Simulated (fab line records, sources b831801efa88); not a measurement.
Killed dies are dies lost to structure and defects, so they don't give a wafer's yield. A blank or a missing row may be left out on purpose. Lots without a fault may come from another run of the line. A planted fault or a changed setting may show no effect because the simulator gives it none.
Which tool did it? | flow gf180mcu | 6 lots, 18 wafers sampled, at 3 steps of a route of 602

WHAT THE GAUGES READ, wafer by wafer
GF_HV_LDD_THK_MEAS_55.
lot  | measured     | on            | HV_LDD_CVD_54_THK (nm)
L553 | day 12 23:11 | film_metro-01 | 9.69 9.73 9.90
L555 | day 13 07:59 | film_metro-01 | 10.23 10.16 10.13
L557 | day 14 04:49 | film_metro-02 | 9.92 10.10 9.97
L559 | day 14 19:31 | film_metro-02 | 10.14 10.05 10.06
L563 | day 16 01:20 | film_metro-04 | 9.97 10.07 9.87
L574 | day 19 16:15 | film_metro-02 | 9.83 9.78 9.81

WHICH TOOL RAN EACH LOT (tool, then ch and the chambers of the sampled wafers, then the start)
lot  | GF_DUAL_GATE_STRIP_13                | GF_HV_LDD_CVD_54
L553 | plasma_asher-01 ch 0,1, day 8 18:05  | lpcvd-02 ch 0, day 12 21:38
L555 | plasma_asher-04 ch 0,1, day 9 03:25  | lpcvd-01 ch 0, day 13 06:58
L557 | plasma_asher-02 ch 0,1, day 9 20:10  | lpcvd-02 ch 1, day 14 03:47
L559 | plasma_asher-04 ch 0,1, day 10 09:38 | lpcvd-01 ch 0, day 14 18:29
L563 | plasma_asher-01 ch 0,1, day 11 11:53 | lpcvd-01 ch 1, day 16 00:19
L574 | plasma_asher-01 ch 0,1, day 14 14:16 | lpcvd-01 ch 1, day 19 15:13
- GF_DUAL_GATE_STRIP_13: strips in O2/N2.
- GF_HV_LDD_CVD_54: deposits SiO2 from TEOS, target thk 10 nm, time 75 s.

THE ANSWER, worked out from the rows above alone
Rule: what is usual is taken from the lots themselves. Put in order of their means at a reading, lots are off if they are a third of the lots or fewer, leave a main group of 4 or more, and stand apart from it by a gap of 3 or more times the standard deviation of the main group's means; of several such gaps the widest counts. A main group whose means are all the same, to the digits that the tables above print for the reading, isn't used. A lot without any number at a reading at which 4 lots or more have one is off too. The other lots that the step has rows for count as sound.
No lot is off at any reading shown: from this, nothing can be told.

WHAT THE SIMULATOR HAD PUT IN
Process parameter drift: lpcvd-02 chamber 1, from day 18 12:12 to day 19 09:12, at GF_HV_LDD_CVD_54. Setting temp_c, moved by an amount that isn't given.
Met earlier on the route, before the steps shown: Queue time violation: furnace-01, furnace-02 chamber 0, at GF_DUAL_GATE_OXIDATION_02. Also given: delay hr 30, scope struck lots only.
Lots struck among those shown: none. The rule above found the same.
